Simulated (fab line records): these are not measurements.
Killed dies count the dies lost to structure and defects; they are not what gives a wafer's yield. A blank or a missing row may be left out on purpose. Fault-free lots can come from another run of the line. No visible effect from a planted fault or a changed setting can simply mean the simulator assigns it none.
Check for tools in common || flow sky130 || 33 wafers sampled across 11 lots

REASON IT WAS OPENED
2 of 11 lots carry a flag on the reading SD_N_RS at SKY_SD_N_RS_MEAS_16. Wafers without a fault read 68.56 ohm/sq, standard deviation 0.13.
Rule: flag the lot when none of its wafers has a number, or when each of its wafers that has one lies beyond 4 standard deviations from that mean. As for the other lots, they are considered sound.

{"lot": "L507", "measured": "day 27 12:40", "on": "film_metro-03", "SD_N_RS (ohm/sq), wafer by wafer": "68.37 68.46 68.26", "flag": ""}
{"lot": "L508", "measured": "day 27 14:49", "on": "film_metro-02", "SD_N_RS (ohm/sq), wafer by wafer": "68.55 68.62 68.66", "flag": ""}
{"lot": "L511", "measured": "day 29 02:14", "on": "film_metro-02", "SD_N_RS (ohm/sq), wafer by wafer": "68.71 68.78 68.85", "flag": ""}
{"lot": "L512", "measured": "day 29 22:56", "on": "film_metro-03", "SD_N_RS (ohm/sq), wafer by wafer": "68.57 68.44 68.49", "flag": ""}
{"lot": "L513", "measured": "day 30 07:53", "on": "film_metro-01", "SD_N_RS (ohm/sq), wafer by wafer": "68.59 68.58 68.61", "flag": ""}
{"lot": "L514", "measured": "day 30 10:38", "on": "film_metro-01", "SD_N_RS (ohm/sq), wafer by wafer": "68.61 68.59 68.65", "flag": ""}
{"lot": "L515", "measured": "day 31 02:23", "on": "film_metro-02", "SD_N_RS (ohm/sq), wafer by wafer": "68.53 68.62 68.69", "flag": ""}
{"lot": "L517", "measured": "day 32 06:51", "on": "film_metro-02", "SD_N_RS (ohm/sq), wafer by wafer": "68.61 68.79 68.62", "flag": ""}
{"lot": "L524", "measured": "day 33 10:46", "on": "film_metro-01", "SD_N_RS (ohm/sq), wafer by wafer": "69.54 69.36 69.36", "flag": "FLAGGED"}
{"lot": "L527", "measured": "day 34 12:47", "on": "film_metro-01", "SD_N_RS (ohm/sq), wafer by wafer": "69.27 69.24 69.23", "flag": "FLAGGED"}
{"lot": "L530", "measured": "day 35 09:13", "on": "film_metro-02", "SD_N_RS (ohm/sq), wafer by wafer": "68.62 68.83 68.65", "flag": ""}
The mean of the flagged lots' numbers is 69.33 ohm/sq, +0.77 ohm/sq from the usual (+6 standard deviations).

EACH LOT AND THE TOOL IT RAN ON
Before the reading, the record contains 3 process steps out of a 708-step route. In each cell: the tool, then ch and the chambers that the sampled wafers went through, then the start.
{"lot": "L507", "flag": "", "SKY_POLY_CUT_STRIP_12": "plasma_asher-01 ch 0,1, day 23 18:58", "SKY_SD_N_IMPLANT_09": "implanter-01 ch 0, day 27 11:59", "SKY_SD_N_STRIP_11": "plasma_asher-02 ch 0,1, day 27 12:17"}
{"lot": "L508", "flag": "", "SKY_POLY_CUT_STRIP_12": "plasma_asher-02 ch 0,1, day 23 22:05", "SKY_SD_N_IMPLANT_09": "implanter-04 ch 0, day 27 14:04", "SKY_SD_N_STRIP_11": "plasma_asher-02 ch 0,1, day 27 14:22"}
{"lot": "L511", "flag": "", "SKY_POLY_CUT_STRIP_12": "plasma_asher-03 ch 0,1, day 25 12:28", "SKY_SD_N_IMPLANT_09": "implanter-03 ch 0, day 29 01:32", "SKY_SD_N_STRIP_11": "plasma_asher-03 ch 0,1, day 29 01:49"}
{"lot": "L512", "flag": "", "SKY_POLY_CUT_STRIP_12": "plasma_asher-02 ch 0, day 26 08:50", "SKY_SD_N_IMPLANT_09": "implanter-04 ch 0, day 29 22:14", "SKY_SD_N_STRIP_11": "plasma_asher-04 ch 0,1, day 29 22:31"}
{"lot": "L513", "flag": "", "SKY_POLY_CUT_STRIP_12": "plasma_asher-01 ch 0,1, day 26 18:59", "SKY_SD_N_IMPLANT_09": "implanter-01 ch 0, day 30 07:12", "SKY_SD_N_STRIP_11": "plasma_asher-03 ch 0,1, day 30 07:29"}
{"lot": "L514", "flag": "", "SKY_POLY_CUT_STRIP_12": "plasma_asher-02 ch 0,1, day 26 22:38", "SKY_SD_N_IMPLANT_09": "implanter-03 ch 0, day 30 09:54", "SKY_SD_N_STRIP_11": "plasma_asher-04 ch 0,1, day 30 10:10"}
{"lot": "L515", "flag": "", "SKY_POLY_CUT_STRIP_12": "plasma_asher-01 ch 0,1, day 27 13:01", "SKY_SD_N_IMPLANT_09": "implanter-01 ch 0, day 31 01:42", "SKY_SD_N_STRIP_11": "plasma_asher-03 ch 0,1, day 31 01:59"}
{"lot": "L517", "flag": "", "SKY_POLY_CUT_STRIP_12": "plasma_asher-03 ch 0,1, day 28 18:47", "SKY_SD_N_IMPLANT_09": "implanter-04 ch 0, day 32 06:10", "SKY_SD_N_STRIP_11": "plasma_asher-04 ch 0,1, day 32 06:28"}
{"lot": "L524", "flag": "FLAGGED", "SKY_POLY_CUT_STRIP_12": "plasma_asher-03 ch 0,1, day 30 00:16", "SKY_SD_N_IMPLANT_09": "implanter-01 ch 0, day 33 10:04", "SKY_SD_N_STRIP_11": "plasma_asher-03 ch 0,1, day 33 10:22"}
{"lot": "L527", "flag": "FLAGGED", "SKY_POLY_CUT_STRIP_12": "plasma_asher-03 ch 0,1, day 31 03:52", "SKY_SD_N_IMPLANT_09": "implanter-01 ch 0, day 34 12:04", "SKY_SD_N_STRIP_11": "plasma_asher-02 ch 0,1, day 34 12:22"}
{"lot": "L530", "flag": "", "SKY_POLY_CUT_STRIP_12": "plasma_asher-03 ch 0,1, day 32 00:07", "SKY_SD_N_IMPLANT_09": "implanter-03 ch 0, day 35 08:31", "SKY_SD_N_STRIP_11": "plasma_asher-03 ch 0,1, day 35 08:49"}
What is done by these steps:
- SKY_POLY_CUT_STRIP_12: strips in O2/N2.
- SKY_SD_N_IMPLANT_09
- SKY_SD_N_STRIP_11: strips in O2/N2.
- SKY_SD_N_RS_MEAS_16: measures by four-point-probe.

FLAGGED OVER TOTAL, TOOL BY TOOL (the gauges that took the reading come last)
{"step": "SKY_POLY_CUT_STRIP_12", "tool": "plasma_asher-01", "lots run": 3, "flagged": 0, "share of the flagged lots": "none", "sound lots run after its first flagged lot": "-"}
{"step": "SKY_POLY_CUT_STRIP_12", "tool": "plasma_asher-02", "lots run": 3, "flagged": 0, "share of the flagged lots": "none", "sound lots run after its first flagged lot": "-"}
{"step": "SKY_POLY_CUT_STRIP_12", "tool": "plasma_asher-03", "lots run": 5, "flagged": 2, "share of the flagged lots": "all", "sound lots run after its first flagged lot": "1 (L530)"}
{"step": "SKY_SD_N_IMPLANT_09", "tool": "implanter-01", "lots run": 5, "flagged": 2, "share of the flagged lots": "all", "sound lots run after its first flagged lot": 0}
{"step": "SKY_SD_N_IMPLANT_09", "tool": "implanter-03", "lots run": 3, "flagged": 0, "share of the flagged lots": "none", "sound lots run after its first flagged lot": "-"}
{"step": "SKY_SD_N_IMPLANT_09", "tool": "implanter-04", "lots run": 3, "flagged": 0, "share of the flagged lots": "none", "sound lots run after its first flagged lot": "-"}
{"step": "SKY_SD_N_STRIP_11", "tool": "plasma_asher-02", "lots run": 3, "flagged": 1, "share of the flagged lots": "some", "sound lots run after its first flagged lot": 0}
{"step": "SKY_SD_N_STRIP_11", "tool": "plasma_asher-03", "lots run": 5, "flagged": 1, "share of the flagged lots": "some", "sound lots run after its first flagged lot": "1 (L530)"}
{"step": "SKY_SD_N_STRIP_11", "tool": "plasma_asher-04", "lots run": 3, "flagged": 0, "share of the flagged lots": "none", "sound lots run after its first flagged lot": "-"}
{"step": "SKY_SD_N_RS_MEAS_16", "tool": "film_metro-01", "lots run": 4, "flagged": 2, "share of the flagged lots": "all", "sound lots run after its first flagged lot": 0}
{"step": "SKY_SD_N_RS_MEAS_16", "tool": "film_metro-02", "lots run": 5, "flagged": 0, "share of the flagged lots": "none", "sound lots run after its first flagged lot": "-"}
{"step": "SKY_SD_N_RS_MEAS_16", "tool": "film_metro-03", "lots run": 2, "flagged": 0, "share of the flagged lots": "none", "sound lots run after its first flagged lot": "-"}

WHAT THE TABLE ALLOWS
Every flagged lot was run by 3 rows of the table: plasma_asher-03 at SKY_POLY_CUT_STRIP_12, implanter-01 at SKY_SD_N_IMPLANT_09 and film_metro-01 at SKY_SD_N_RS_MEAS_16.
- plasma_asher-03 at SKY_POLY_CUT_STRIP_12: 2 of its 5 lots flagged. Sound lots followed the first flagged one (L530) on it, something a lasting fault affecting the whole tool could not allow.
- implanter-01 at SKY_SD_N_IMPLANT_09: 2 of its 5 lots flagged. A fault beginning between L515 (day 31 01:42), its last sound lot, and L524 (day 33 10:04), its first flagged one, fits the data. Its own readings lie more than 4 standard deviations out on every wafer of the flagged lots: dose_ions_cm2.
- film_metro-01 at SKY_SD_N_RS_MEAS_16: 2 of its 4 lots flagged. A fault beginning between L514 (day 30 10:38), its last sound lot, and L524 (day 33 10:46), its first flagged one, fits the data.
Because each of these 2 tools fits a fault that began at some hour, counting lots does not separate them. More lots, or a look at what each step does to the wafer, might.

WHAT WAS PUT IN BY THE SIMULATOR
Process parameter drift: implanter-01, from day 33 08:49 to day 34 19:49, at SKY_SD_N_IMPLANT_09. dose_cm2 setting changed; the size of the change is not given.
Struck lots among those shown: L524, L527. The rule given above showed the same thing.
